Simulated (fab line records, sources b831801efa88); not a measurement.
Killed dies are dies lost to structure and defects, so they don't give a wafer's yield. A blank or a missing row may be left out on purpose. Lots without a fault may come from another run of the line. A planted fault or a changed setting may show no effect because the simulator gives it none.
Chamber matching | flow gf180mcu | GF_V4_CMP_26 on cmp-01: 4 sister chambers
The step polishes, stops on SiO2, t overpolish 15 s, target thk 0 nm. 4 wafers are shown with their chamber, then 7 later ones without.

WAFERS WITH THEIR CHAMBER
wafer  | chamber | motor_current_A (A)
L745.5 | 1       | 10.4
L758.4 | 0       | 10.6
L762.1 | 3       | 10.4
L762.2 | 2       | 13.1

WAFERS WITHOUT THEIR CHAMBER
wafer  | motor_current_A (A)
L762.5 | 10.6
L765.2 | 10.4
L765.3 | 12.9
L765.6 | 11.1
L768.2 | 10.2
L768.5 | 11.3
L768.6 | 10.1

WHICH CHAMBER EACH WENT THROUGH
wafer  | from the rows above          | in truth
L762.5 | can't be placed: 0 or 1 or 3 | 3
L765.2 | can't be placed: 1 or 3 or 0 | 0
L765.3 | 2                            | 2
L765.6 | can't be placed: 0 or 1 or 3 | 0
L768.2 | can't be placed: 1 or 3 or 0 | 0
L768.5 | can't be placed: 0 or 1 or 3 | 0
L768.6 | can't be placed: 1 or 3 or 0 | 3
Placed correctly: 1 of 7. Can't be placed from these rows: 6 (the true chamber is among the candidates in 6). Placed wrongly: 0.
How it was worked out, from the rows above alone: a wafer's distance from a chamber is the root of the sum, over the readings, of the square of ((its reading less the chamber's mean) divided by the reading's scatter). The wafer belongs to the nearest chamber; if the next one is less than 2 further off, it can't be placed. A chamber's mean is the mean of its shown wafers. The scatter: with one shown wafer a chamber, the root of the mean of the squares of how far each hidden wafer lies from its nearest shown one.
